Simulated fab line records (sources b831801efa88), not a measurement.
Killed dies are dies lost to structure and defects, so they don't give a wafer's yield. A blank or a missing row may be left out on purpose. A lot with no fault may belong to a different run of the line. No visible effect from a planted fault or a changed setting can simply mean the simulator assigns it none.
fab line records	flow sky130
record lots=11	wafers=33	lastDay=50
route steps=708 shown SD_N@351 CONTACT@407 METAL1@437
lots with no fault: from the same line, run without faults
startH: start of the lot's first displayed wafer, in hours after the record's first day	waitH: hours elapsed since this lot's preceding step	" same as the row above	L1.1+2: several wafers, shown together as one row	- either no value or no given start	* or withheld: withheld	< > ~ a bound
route shown NAME@n: names a module that has steps shown in the file, with the first one's number in the route	usual: average and standard deviation across the fault-free wafers	same: alike in all rows	chamber/n: place in a boat	sites: per-site readings	_std_site: how widely they spread, as a standard deviation	_edge_site: outer sites' mean less inner sites'	radiusMm: for every site, how far away it sits from the centre of the wafer	mask NAME#n: copy n	behind: the last tool/chamber to shape the wafer	hold: what put the lot on hold/how long, in hours/how the hold closed	device: names the non-switching transistor (n, p or np)	end of line: the tests these same wafers got at the end of their route	where a step has no rows: the recipe by itself	killed: count of dies lost to structure and defects at first sort (not the wafer's yield)	map: a wafer's dies, x killed, . not, _ none there
set.NAME: setting as actually run; set.NAME@STEP: the setting as run at that earlier step	model.NAME: the simulator's own value behind a step, which no gauge read
the route's steps for a sample of lots (tables are steps, rows are wafers)
services: from which hour (startH, from the record's first day; less than 0 if before it) a tool's chamber was out of use, for how many hours, and why
## steps
# step SKY_SD_N_IMPLANT_09
# recipe species=As	energyKev=50	doseCm2=4e+15	tiltDeg=0
# usual beamEnergyKeV=50.002/0.014	doseIonsCm2=4.001e+15/4.5e+12
lot.wafer	tool	chamber	startH	waitH	beamEnergyKeV	doseIonsCm2
L531.2	implanter-04	0	658.66	0.0	50.000	3.996e+15
L531.4	"	0	"	"	49.992	3.998e+15
L531.6	"	0	"	"	50.018	3.993e+15
L532.1	implanter-04	0	667.28	0.0	49.985	3.731e+15
L532.2	"	0	"	"	50.000	3.732e+15
L532.3	"	0	"	"	49.974	3.729e+15
L535.2	implanter-04	0	690.55	0.0	50.012	3.729e+15
L535.3	"	0	"	"	50.009	3.728e+15
L535.4	"	0	"	"	50.006	3.729e+15
L543.1	implanter-03	0	756.04	0.0	50.017	4.004e+15
L543.4	"	0	"	"	50.014	3.994e+15
L543.6	"	0	"	"	50.000	3.999e+15
L544.2	implanter-04	0	758.51	0.0	50.001	4.003e+15
L544.4	"	0	"	"	50.000	4.002e+15
L544.6	"	0	"	"	50.016	4.005e+15
L545.1	implanter-03	0	778.59	0.0	49.990	3.998e+15
L545.2	"	0	"	"	49.985	4.001e+15
L545.6	"	0	"	"	50.003	3.994e+15
L546.1	implanter-04	0	782.32	0.0	50.013	4.001e+15
L546.2	"	0	"	"	50.015	4.006e+15
L546.3	"	0	"	"	50.013	4.002e+15
L549.2	implanter-01	0	802.71	0.0	49.993	4.002e+15
L549.3	"	0	"	"	50.016	3.995e+15
L549.5	"	0	"	"	50.014	3.998e+15
L551.1	implanter-01	0	810.69	0.0	49.992	3.998e+15
L551.3	"	0	"	"	49.994	3.995e+15
L551.5	"	0	"	"	50.001	4.003e+15
L550.1	implanter-01	0	815.17	0.0	49.991	4.001e+15
L550.2	"	0	"	"	49.996	4.001e+15
L550.4	"	0	"	"	49.981	3.997e+15
L552.1	implanter-04	0	826.33	0.0	49.953	4e+15
L552.4	"	0	"	"	49.975	4.002e+15
L552.6	"	0	"	"	49.981	4.001e+15
# step SKY_SD_N_STRIP_11
# recipe chemistry=O2/N2	powerW=1400	pressureMtorr=1500	platenTempC=withheld	o2FlowSccm=3000	n2FlowSccm=300	overashFraction=0.5
# usual drypumpMotorCurrentA=5.5/0.36	oesProductAu=0.527/0.0045	stripTimeToEndpointS=22.54/0.038
lot.wafer	tool	chamber	startH	waitH	drypumpMotorCurrentA	oesProductAu	rfHoursCounterH	stripTimeToEndpointS
L531.2	plasmaAsher-04	1	658.94	0.1	4.9	0.523	86	22.61
L531.4	"	1	"	"	4.9	0.525	-	22.62
L531.6	"	0	"	"	5.5	0.530	-	22.59
L532.1	plasmaAsher-03	0	667.58	0.1	5.5	0.529	21	22.33
L532.2	"	1	"	"	5.9	0.538	21	22.31
L532.3	"	0	"	"	5.5	0.536	-	22.31
L535.2	plasmaAsher-03	1	690.82	0.1	5.9	0.526	24	22.33
L535.3	"	1	"	"	5.9	0.526	-	22.28
L535.4	"	0	"	"	5.5	0.524	-	22.29
L543.1	plasmaAsher-01	1	756.34	0.1	5.5	0.527	1	22.53
L543.4	"	0	"	"	6.0	0.527	-	22.54
L543.6	"	1	"	"	5.5	0.527	-	22.51
L544.2	plasmaAsher-03	1	758.79	0.1	5.9	0.533	29	22.52
L544.4	"	0	"	"	5.5	0.534	-	22.53
L544.6	"	0	"	"	5.5	0.529	-	22.51
L545.1	plasmaAsher-03	0	778.89	0.1	5.5	0.527	31	22.59
L545.2	"	1	"	"	5.9	0.527	31	22.58
L545.6	"	1	"	"	5.9	0.532	-	22.58
L546.1	plasmaAsher-04	0	782.62	0.1	5.4	0.525	99	22.51
L546.2	"	1	"	"	4.9	0.519	99	22.57
L546.3	"	0	"	"	5.4	0.526	-	22.54
L549.2	plasmaAsher-03	1	802.99	0.1	5.9	0.529	34	22.54
L549.3	"	1	"	"	5.9	0.524	-	22.63
L549.5	"	0	"	"	5.5	0.526	-	22.55
L551.1	plasmaAsher-04	1	810.99	0.1	4.9	0.535	102	22.48
L551.3	"	0	"	"	5.4	0.532	-	22.49
L551.5	"	1	"	"	4.9	0.521	-	22.52
L550.1	plasmaAsher-01	1	815.47	0.1	5.5	0.525	7	22.57
L550.2	"	0	"	"	6.0	0.523	7	22.53
L550.4	"	1	"	"	5.5	0.534	-	22.57
L552.1	plasmaAsher-04	0	826.63	0.1	5.4	0.533	103	22.59
L552.4	"	0	"	"	5.4	0.534	-	22.58
L552.6	"	1	"	"	4.9	0.521	-	22.59
# step SKY_SD_N_RS_MEAS_16
# recipe thkMeasGauge=four-point-probe
# usual SD_N_RS=68.57/0.12
lot.wafer	tool	chamber	startH	waitH	SD_N_RS[ohm/sq]
L531.2	filmMetro-02	-	659.34	0.1	68.63
L531.4	"	-	"	"	68.65
L531.6	"	-	"	"	68.70
L532.1	filmMetro-03	-	667.97	0.1	68.98
L532.2	"	-	"	"	69.22
L532.3	"	-	"	"	69.11
L535.2	filmMetro-03	-	691.25	0.1	69.17
L535.3	"	-	"	"	69.25
L535.4	"	-	"	"	69.16
L543.1	filmMetro-01	-	756.72	0.1	68.56
L543.4	"	-	"	"	68.44
L543.6	"	-	"	"	68.53
L544.2	filmMetro-02	-	759.19	0.1	68.54
L544.4	"	-	"	"	68.73
L544.6	"	-	"	"	68.58
L545.1	filmMetro-02	-	779.28	0.1	68.63
L545.2	"	-	"	"	68.62
L545.6	"	-	"	"	68.62
L546.1	filmMetro-02	-	783.01	0.1	68.62
L546.2	"	-	"	"	68.62
L546.3	"	-	"	"	68.59
L549.2	filmMetro-03	-	803.45	0.1	68.33
L549.3	"	-	"	"	68.44
L549.5	"	-	"	"	68.56
L551.1	filmMetro-01	-	811.38	0.1	68.46
L551.3	"	-	"	"	68.53
L551.5	"	-	"	"	68.33
L550.1	filmMetro-03	-	815.91	0.1	68.45
L550.2	"	-	"	"	68.56
L550.4	"	-	"	"	68.63
L552.1	filmMetro-03	-	827.02	0.1	68.40
L552.4	"	-	"	"	68.38
L552.6	"	-	"	"	68.37
# step SKY_CONTACT_THK_MEAS_01
# recipe reads=Si3N4_of_CONTACT_CVD_00
# usual CONTACT_CVD_00_THK=75.2/1.1
lot.wafer	tool	chamber	startH	waitH	CONTACT_CVD_00_THK[nm]
L531.2	filmMetro-02	-	718.96	-	72.8
L531.4	"	-	"	"	75.8
L531.6	"	-	"	"	74.0
L532.1	filmMetro-03	-	726.56	-	74.6
L532.2	"	-	"	"	76.2
L532.3	"	-	"	"	74.2
L535.2	filmMetro-03	-	750.54	-	75.2
L535.3	"	-	"	"	75.2
L535.4	"	-	"	"	77.0
L543.1	filmMetro-03	-	814.19	-	74.9
L543.4	"	-	"	"	75.2
L543.6	"	-	"	"	75.7
L544.2	filmMetro-02	-	816.05	-	75.3
L544.4	"	-	"	"	76.1
L544.6	"	-	"	"	76.4
L545.1	filmMetro-04	-	835.90	-	74.6
L545.2	"	-	"	"	74.0
L545.6	"	-	"	"	75.4
L546.1	filmMetro-04	-	839.21	-	74.0
L546.2	"	-	"	"	75.3
L546.3	"	-	"	"	73.3
L549.2	filmMetro-03	-	859.30	-	75.9
L549.3	"	-	"	"	75.7
L549.5	"	-	"	"	76.3
L551.1	filmMetro-04	-	866.69	-	74.8
L551.3	"	-	"	"	74.2
L551.5	"	-	"	"	75.9
L550.1	filmMetro-04	-	872.41	-	75.4
L550.2	"	-	"	"	74.0
L550.4	"	-	"	"	75.9
L552.1	filmMetro-03	-	881.44	-	74.0
L552.4	"	-	"	"	76.7
L552.6	"	-	"	"	75.6
# step SKY_CONTACT_CD_MEAS_14
# recipe targetCdNm=170
# usual cdNm=169.6/1.7
lot.wafer	tool	chamber	startH	waitH	cdNm
L531.2	cdSem-02	-	747.51	-	171.7
L531.4	"	-	"	"	170.7
L531.6	"	-	"	"	171.2
L532.1	cdSem-01	-	754.43	-	170.3
L532.2	"	-	"	"	171.0
L532.3	"	-	"	"	169.6
L535.2	cdSem-02	-	777.80	-	173.6
L535.3	"	-	"	"	173.2
L535.4	"	-	"	"	173.9
L543.1	cdSem-01	-	841.37	-	167.8
L543.4	"	-	"	"	168.4
L543.6	"	-	"	"	166.9
L544.2	cdSem-01	-	843.26	-	171.3
L544.4	"	-	"	"	171.3
L544.6	"	-	"	"	170.3
L545.1	cdSem-01	-	861.38	-	167.6
L545.2	"	-	"	"	166.7
L545.6	"	-	"	"	167.0
L546.1	cdSem-01	-	865.23	-	170.7
L546.2	"	-	"	"	170.7
L546.3	"	-	"	"	170.1
L549.2	cdSem-02	-	884.30	-	171.1
L549.3	"	-	"	"	171.4
L549.5	"	-	"	"	171.2
L551.1	cdSem-02	-	892.48	-	169.8
L551.3	"	-	"	"	168.1
L551.5	"	-	"	"	169.3
L550.1	cdSem-02	-	897.83	-	169.4
L550.2	"	-	"	"	169.8
L550.4	"	-	"	"	170.2
L552.1	cdSem-01	-	906.98	-	169.5
L552.4	"	-	"	"	169.9
L552.6	"	-	"	"	170.8
# step SKY_METAL1_SPUTTER_03
# recipe material=Ti	targetThkNm=5	powerW=3000	timeS=3.3	chamberPressurePa=0.4
# usual throttleValvePct=30.3/1
lot.wafer	tool	chamber	startH	waitH	throttleValvePct
L531.2	pvdSputter-03	-	749.10	0.0	30.9
L531.4	"	-	"	"	28.3
L531.6	"	-	"	"	32.6
L532.1	pvdSputter-01	-	756.03	0.0	30.4
L532.2	"	-	"	"	29.0
L532.3	"	-	"	"	30.0
L535.2	pvdSputter-04	-	779.40	0.0	29.8
L535.3	"	-	"	"	30.5
L535.4	"	-	"	"	29.6
L543.1	pvdSputter-01	-	843.02	0.0	30.0
L543.4	"	-	"	"	30.4
L543.6	"	-	"	"	29.2
L544.2	pvdSputter-04	-	844.86	0.0	29.8
L544.4	"	-	"	"	29.7
L544.6	"	-	"	"	30.9
L545.1	pvdSputter-03	-	862.99	0.0	28.6
L545.2	"	-	"	"	30.4
L545.6	"	-	"	"	28.7
L546.1	pvdSputter-01	-	866.88	0.0	31.1
L546.2	"	-	"	"	30.2
L546.3	"	-	"	"	29.1
L549.2	pvdSputter-03	-	885.94	0.0	30.6
L549.3	"	-	"	"	28.4
L549.5	"	-	"	"	31.1
L551.1	pvdSputter-01	-	894.08	0.0	30.2
L551.3	"	-	"	"	31.0
L551.5	"	-	"	"	30.1
L550.1	pvdSputter-03	-	899.46	0.0	28.4
L550.2	"	-	"	"	30.8
L550.4	"	-	"	"	30.6
L552.1	pvdSputter-03	-	908.85	0.0	31.9
L552.4	"	-	"	"	28.4
L552.6	"	-	"	"	28.4
## services
tool	chamber	startH	hours	kind
pvdSputter-03	-	642.36	8.7	repair
plasmaAsher-03	-	642.71	2.8	pm
plasmaAsher-03	-	646.87	0.6	repair
implanter-03	-	649.07	1.8	repair
implanter-03	-	652.81	2.5	pm
implanter-03	-	664.56	3.3	repair
implanter-04	-	674.53	3.9	pm
pvdSputter-03	-	678.75	2.7	repair
implanter-04	-	696.95	4.4	repair
plasmaAsher-01	-	701.64	20.0	pm
pvdSputter-04	-	708.85	2.4	repair
implanter-01	-	710.19	2.7	pm
plasmaAsher-04	-	731.74	2.8	pm
pvdSputter-03	-	732.93	1.7	repair
plasmaAsher-01	-	733.75	9.0	pm
plasmaAsher-03	-	734.96	14.6	pm
implanter-01	-	738.79	2.6	repair
implanter-01	-	760.81	7.3	repair
plasmaAsher-04	-	767.82	5.9	pm
implanter-04	-	774.98	6.7	repair
pvdSputter-01	-	831.25	1.7	repair
pvdSputter-03	-	838.27	1.9	repair
pvdSputter-01	-	877.03	2.0	repair
pvdSputter-01	-	885.03	1.8	repair
## key
firstSign step=SKY_SD_N_IMPLANT_09	reading=doseIonsCm2	direction=down	sigmas=61	usual=*	struck=*
effect step=SKY_SD_N_STRIP_11	reading=stripTimeToEndpointS	direction=down	sigmas=6.2	usual=*	struck=*
effect step=SKY_SD_N_RS_MEAS_16	reading=SD_N_RS	direction=up	sigmas=5	usual=68.57	struck=69.15
metAt SKY_SD_N_IMPLANT_09
struckLots L532,L535
testerLeftOut L532,L535
notActingAt SKY_CONTACT_THK_MEAS_01,SKY_CONTACT_CD_MEAS_14,SKY_METAL1_SPUTTER_03
onsetBetween 658.66 667.28
fault kind=processParameterDrift	tool=implanter-04	chamber=-	onsetH=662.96	steps=SKY_SD_N_IMPLANT_09	channel=doseCm2	offset=*	shape=step	endH=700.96	actsIn=*	stated=*
# testerLeftOut: of these lots the tester's yield and bins aren't shown, on N5 and GAA mostly nor the transistor test; their killed dies are dies lost to structure and defects alone, not to doping, threshold or leakage, so they don't give the yield
